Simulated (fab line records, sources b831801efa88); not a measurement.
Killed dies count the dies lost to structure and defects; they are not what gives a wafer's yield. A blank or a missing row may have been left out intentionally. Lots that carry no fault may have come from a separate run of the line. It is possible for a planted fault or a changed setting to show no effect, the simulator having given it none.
fab line records | flow sky130 | part 2 of 2: steps 27 to 38 of 38
record: lots: 5 | wafers: 15 | lastDay: 49
route steps=708 shown VIA4@658 METAL5@661 PASSIVATION@681 PAD_OPEN@694
lots that met no fault: taken from a fault-free run of the same line
startH: hours from the record's opening day to when the first of the lot's shown wafers began | waitH: hours since the lot's step before | " the same as in the row above | L1.1+2: a single row standing in for several wafers | - either no value or no given start | * or withheld: withheld | < > ~ a bound
route shown NAME@n: names a module that has steps shown in the file, with the first one's number in the route | usual: average and standard deviation across the fault-free wafers | same: alike in all rows | chamber/n: place in a boat | sites: readings site by site | _std_site: standard deviation across them | _edge_site: inner sites' mean taken away from outer sites' mean | radiusMm: how far each site lies from the wafer's centre | mask NAME#n: copy n | behind: the most recent tool/chamber to have shaped the wafer | hold: what put the lot on hold/how long, in hours/how the hold closed | device: names the non-switching transistor (n, p or np) | end of line: at the end of the route, the tests of the same wafers | where a step has no rows: the recipe by itself | killed: count of dies lost to structure and defects at first sort (not the wafer's yield) | map: the dies of a wafer, with x for killed, . for not killed, _ for no die there
set.NAME: setting as actually run; set.NAME@STEP: the setting as run at that earlier step | model.NAME: the simulator's own value behind a step, which no gauge read
lots seen at some steps along the route; tables by step, rows by wafer
services: when a tool's chamber went out of use (startH, in hours from the record's first day, below 0 if earlier), for how many hours, and the reason
== steps ==
step: SKY_PASSIVATION_THK_MEAS_03
recipe: reads: Si3N4_of_PASSIVATION_CVD_02
usual: PASSIVATION_CVD_02_THK: 539/8.5
lot.wafer | tool         | chamber | startH  | waitH | PASSIVATION_CVD_02_THK[nm]
L075.1    | filmMetro-04 | -       | 1042.11 | -     | 522
L075.4    | "            | -       | "       | "     | 530
L075.5    | "            | -       | "       | "     | 544
L085.2    | filmMetro-03 | -       | 1104.20 | -     | 526
L085.3    | "            | -       | "       | "     | 536
L085.4    | "            | -       | "       | "     | 540
L088.4    | filmMetro-03 | -       | 1111.32 | -     | 535
L088.5    | "            | -       | "       | "     | 552
L088.6    | "            | -       | "       | "     | 543
L090.1    | filmMetro-03 | -       | 1123.56 | -     | 523
L090.4    | "            | -       | "       | "     | 536
L090.6    | "            | -       | "       | "     | 550
L091.2    | filmMetro-03 | -       | 1126.53 | -     | 534
L091.4    | "            | -       | "       | "     | 548
L091.5    | "            | -       | "       | "     | 540
step: SKY_PASSIVATION_DEHYDRATE_04
recipe: tempC: 200 | timeS: 60
lot.wafer  | tool          | chamber | startH  | waitH
L075.1+4+5 | lithoTrack-01 | 0       | 1052.79 | 10.7
L085.2+3+4 | lithoTrack-01 | 0       | 1113.87 | 9.7
L088.4+5+6 | lithoTrack-03 | 0       | 1120.70 | 9.4
L090.1+4+6 | lithoTrack-02 | 0       | 1132.51 | 8.9
L091.2+4+5 | lithoTrack-02 | 0       | 1135.94 | 9.4
step: SKY_PASSIVATION_HMDS_05
recipe: primeTimeS: 60 | primeTempC: 120
usual: primeTempC: 119.98/0.13
lot.wafer | tool          | chamber | startH  | waitH | primeTempC
L075.1    | lithoTrack-01 | 0       | 1052.94 | 0.1   | 119.97
L075.4    | "             | 0       | "       | "     | 120.16
L075.5    | "             | 0       | "       | "     | 119.82
L085.2    | lithoTrack-01 | 0       | 1114.02 | 0.1   | 120.01
L085.3    | "             | 0       | "       | "     | 119.91
L085.4    | "             | 0       | "       | "     | 120.13
L088.4    | lithoTrack-03 | 0       | 1120.85 | 0.1   | 120.09
L088.5    | "             | 0       | "       | "     | 119.96
L088.6    | "             | 0       | "       | "     | 119.95
L090.1    | lithoTrack-02 | 0       | 1132.66 | 0.1   | 119.90
L090.4    | "             | 0       | "       | "     | 120.00
L090.6    | "             | 0       | "       | "     | 120.00
L091.2    | lithoTrack-02 | 0       | 1136.09 | 0.1   | 119.73
L091.4    | "             | 0       | "       | "     | 119.83
L091.5    | "             | 0       | "       | "     | 119.88
step: SKY_PASSIVATION_COAT_06
recipe: spinRpm: 2000 | resistThkNm: 3000
lot.wafer  | tool          | chamber | startH  | waitH
L075.1+4+5 | lithoTrack-01 | 0       | 1053.09 | 0.1
L085.2+3+4 | lithoTrack-01 | 0       | 1114.17 | 0.1
L088.4+5+6 | lithoTrack-03 | 0       | 1121.00 | 0.1
L090.1+4+6 | lithoTrack-02 | 0       | 1132.81 | 0.1
L091.2+4+5 | lithoTrack-02 | 0       | 1136.24 | 0.1
step: SKY_PASSIVATION_SOFTBAKE_07
recipe: tempC: 110 | timeS: withheld
lot.wafer  | tool          | chamber | startH  | waitH
L075.1+4+5 | lithoTrack-01 | 0       | 1053.24 | 0.1
L085.2+3+4 | lithoTrack-01 | 0       | 1114.32 | 0.1
L088.4+5+6 | lithoTrack-03 | 0       | 1121.17 | 0.1
L090.1+4+6 | lithoTrack-02 | 0       | 1132.96 | 0.1
L091.2+4+5 | lithoTrack-02 | 0       | 1136.40 | 0.1
step: SKY_PASSIVATION_EXPOSE_08
recipe: maskId: NSM | targetCdNm: 3000 | na: 0.57 | doseMj: 260
lot.wafer  | tool            | chamber | startH | waitH | mask
L075.1+4+5 | ilineStepper-01 | 0       | -      | -     | NSM#0
L085.2+3+4 | ilineStepper-02 | 0       | -      | -     | NSM#0
L088.4+5+6 | ilineStepper-01 | 0       | -      | -     | NSM#0
L090.1+4+6 | ilineStepper-01 | 0       | -      | -     | NSM#0
L091.2+4+5 | ilineStepper-01 | 0       | -      | -     | NSM#0
step: SKY_PASSIVATION_PEB_09
recipe: tempC: 115 | timeS: withheld
lot.wafer  | tool          | chamber | startH | waitH
L075.1+4+5 | lithoTrack-02 | 0       | -      | -
L085.2+3+4 | lithoTrack-01 | 0       | -      | -
L088.4+5+6 | lithoTrack-03 | 0       | -      | -
L090.1+4+6 | lithoTrack-01 | 0       | -      | -
L091.2+4+5 | lithoTrack-01 | 0       | -      | -
step: SKY_PASSIVATION_DEVELOP_10
recipe: developTimeS: 60 | devTempC: 23
usual: developerTempC: 22.99/0.11
lot.wafer | tool          | chamber | startH | waitH | developerTempC
L075.1    | lithoTrack-02 | 0       | -      | -     | 22.86
L075.4    | "             | 0       | "      | "     | 23.03
L075.5    | "             | 0       | "      | "     | 22.75
L085.2    | lithoTrack-01 | 0       | -      | -     | 22.98
L085.3    | "             | 0       | "      | "     | 22.91
L085.4    | "             | 0       | "      | "     | 22.88
L088.4    | lithoTrack-03 | 0       | -      | -     | 23.12
L088.5    | "             | 0       | "      | "     | 23.08
L088.6    | "             | 0       | "      | "     | 22.95
L090.1    | lithoTrack-01 | 0       | -      | -     | 23.03
L090.4    | "             | 0       | "      | "     | 23.08
L090.6    | "             | 0       | "      | "     | 23.08
L091.2    | lithoTrack-01 | 0       | -      | -     | 23.02
L091.4    | "             | 0       | "      | "     | 23.06
L091.5    | "             | 0       | "      | "     | 22.96
step: SKY_PASSIVATION_ETCH_11
recipe: chemistry: CF4/O2 | targetDepthNm: 725 | stopOn: AlCu | sourceW: 800 | biasW: 150 | pressureMtorr: 150 | cf4FlowSccm: 80 | O2_flow_sccm: 10 | timeS: 161.1
usual: drypumpMotorCurrentA: 5.8/0.34 | oesProductAu: 0.977/0.0073 | throttleValvePct: 5.964/0.0097
lot.wafer | tool       | chamber | startH  | waitH | drypumpMotorCurrentA | oesProductAu | rfHoursCounterH | throttleValvePct
L075.1    | rieDiel-02 | 1       | 1063.66 | -     | 5.4                  | 0.960        | 12              | 5.973
L075.4    | "          | 0       | "       | "     | 6.2                  | 0.977        | 26              | 5.941
L075.5    | "          | 3       | "       | "     | 6.1                  | 0.981        | -               | 5.960
L085.2    | rieDiel-01 | 3       | 1124.14 | -     | 6.1                  | 0.966        | 22              | 5.957
L085.3    | "          | 1       | "       | "     | 6.1                  | 0.975        | 5               | 5.950
L085.4    | "          | 2       | "       | "     | 5.3                  | 0.976        | 23              | 5.965
L088.4    | rieDiel-01 | 2       | 1130.27 | -     | 5.3                  | 0.971        | 24              | 5.976
L088.5    | "          | 3       | "       | "     | 6.0                  | 0.991        | -               | 5.959
L088.6    | "          | 2       | "       | "     | 5.3                  | 0.974        | -               | 5.961
L090.1    | rieDiel-01 | 2       | 1142.94 | -     | 5.3                  | 0.972        | 24              | 5.962
L090.4    | "          | 0       | "       | "     | 6.2                  | 0.979        | 28              | 5.968
L090.6    | "          | 1       | "       | "     | 6.1                  | 0.982        | -               | 5.963
L091.2    | rieDiel-02 | 1       | 1145.09 | -     | 5.4                  | 0.982        | 13              | 5.977
L091.4    | "          | 3       | "       | "     | 6.1                  | 0.971        | 22              | 5.960
L091.5    | "          | 0       | "       | "     | 6.2                  | 0.986        | -               | 5.949
step: SKY_PASSIVATION_STRIP_12
recipe: chemistry: O2/N2 | powerW: 1400 | pressureMtorr: 1500 | platenTempC: withheld | overashFraction: 0.7 | o2FlowSccm: 3000 | n2FlowSccm: 300
usual: drypumpMotorCurrentA: 5.60/0.28 | oesProductAu: 0.661/0.0043 | stripTimeToEndpointS: 31.59/0.14
lot.wafer | tool           | chamber | startH  | waitH | drypumpMotorCurrentA | oesProductAu | rfHoursCounterH | stripTimeToEndpointS
L075.1    | plasmaAsher-01 | 0       | 1063.77 | 0.1   | 5.58                 | 0.659        | 88              | 31.88
L075.4    | "              | 1       | "       | "     | 5.72                 | 0.656        | -               | 31.75
L075.5    | "              | 1       | "       | "     | 5.70                 | 0.657        | -               | 31.92
L085.2    | plasmaAsher-03 | 1       | 1124.25 | 0.1   | 5.85                 | 0.664        | 6               | 31.30
L085.3    | "              | 1       | "       | "     | 5.86                 | 0.656        | -               | 31.47
L085.4    | "              | 0       | "       | "     | 5.14                 | 0.659        | -               | 31.45
L088.4    | plasmaAsher-04 | 1       | 1130.41 | 0.1   | 5.92                 | 0.660        | -               | 31.61
L088.5    | "              | 1       | "       | "     | 5.93                 | 0.657        | -               | 31.56
L088.6    | "              | 0       | "       | "     | 5.42                 | 0.659        | -               | 31.66
L090.1    | plasmaAsher-04 | 1       | 1143.05 | 0.1   | 5.93                 | 0.660        | 39              | 31.32
L090.4    | "              | 1       | "       | "     | 5.90                 | 0.660        | -               | 31.27
L090.6    | "              | 1       | "       | "     | 5.91                 | 0.658        | -               | 31.41
L091.2    | plasmaAsher-04 | 1       | 1145.20 | 0.1   | 5.90                 | 0.662        | 40              | 31.70
L091.4    | "              | 1       | "       | "     | 5.91                 | 0.671        | -               | 31.71
L091.5    | "              | 1       | "       | "     | 5.90                 | 0.658        | -               | 31.53
step: SKY_PAD_OPEN_DEHYDRATE_00
recipe: tempC: 200 | timeS: 60
lot.wafer  | tool          | chamber | startH  | waitH
L075.1+4+5 | lithoTrack-02 | 0       | 1074.41 | 10.6
L085.2+3+4 | lithoTrack-04 | 0       | 1133.71 | 9.4
L088.4+5+6 | lithoTrack-04 | 0       | 1139.46 | 9.0
L090.1+4+6 | lithoTrack-04 | 0       | 1151.13 | 8.1
L091.2+4+5 | lithoTrack-03 | 0       | 1153.85 | 8.6
step: SKY_PAD_OPEN_HMDS_01
recipe: primeTimeS: 60 | primeTempC: 120
usual: primeTempC: 120.02/0.15
lot.wafer | tool          | chamber | startH  | waitH | primeTempC
L075.1    | lithoTrack-02 | 0       | 1074.56 | 0.1   | 119.97
L075.4    | "             | 0       | "       | "     | 120.00
L075.5    | "             | 0       | "       | "     | 119.84
L085.2    | lithoTrack-04 | 0       | 1133.86 | 0.1   | 120.10
L085.3    | "             | 0       | "       | "     | 119.95
L085.4    | "             | 0       | "       | "     | 120.08
L088.4    | lithoTrack-04 | 0       | 1139.61 | 0.1   | 119.82
L088.5    | "             | 0       | "       | "     | 119.78
L088.6    | "             | 0       | "       | "     | 119.97
L090.1    | lithoTrack-04 | 0       | 1151.28 | 0.1   | 119.95
L090.4    | "             | 0       | "       | "     | 119.94
L090.6    | "             | 0       | "       | "     | 120.07
L091.2    | lithoTrack-03 | 0       | 1154.00 | 0.1   | 119.87
L091.4    | "             | 0       | "       | "     | 120.03
L091.5    | "             | 0       | "       | "     | 120.05
== services ==
tool            | chamber | startH  | hours | kind
pvdSputter-03   | -       | 1003.83 | 3.1   | repair
wetBench-04     | -       | 1005.68 | 13.1  | repair
ilineStepper-02 | -       | 1014.34 | 28.9  | pm
pvdSputter-04   | -       | 1030.55 | 2.2   | repair
rieDiel-01      | 3       | 1039.24 | 3.6   | repair
cmp-02          | -       | 1044.18 | 4.0   | repair
pecvd-03        | -       | 1050.69 | 2.8   | pm
rieMetal-02     | -       | 1055.06 | 27.1  | repair
plasmaAsher-03  | -       | 1055.25 | 9.0   | pm
plasmaAsher-01  | -       | 1064.74 | 21.8  | pm
cmp-01          | -       | 1070.34 | 0.4   | repair
rieDiel-01      | 0       | 1074.01 | 4.4   | repair
rieDiel-02      | 1       | 1076.15 | 61.7  | repair
cmp-01          | -       | 1084.30 | 4.0   | pm
ilineStepper-01 | -       | 1096.95 | 1.7   | pm
ilineStepper-01 | -       | 1104.90 | 6.1   | repair
plasmaAsher-03  | -       | 1109.46 | 0.5   | repair
pecvd-01        | -       | 1113.06 | 6.0   | pm
cmp-01          | -       | 1114.30 | 7.5   | pm
plasmaAsher-03  | -       | 1115.73 | 8.5   | repair
rieDiel-02      | -       | 1123.57 | 1.2   | repair
rieDiel-02      | -       | 1128.25 | 15.6  | pm
ilineStepper-02 | -       | 1129.47 | 1.7   | pm
plasmaAsher-01  | -       | 1145.85 | 1.2   | repair
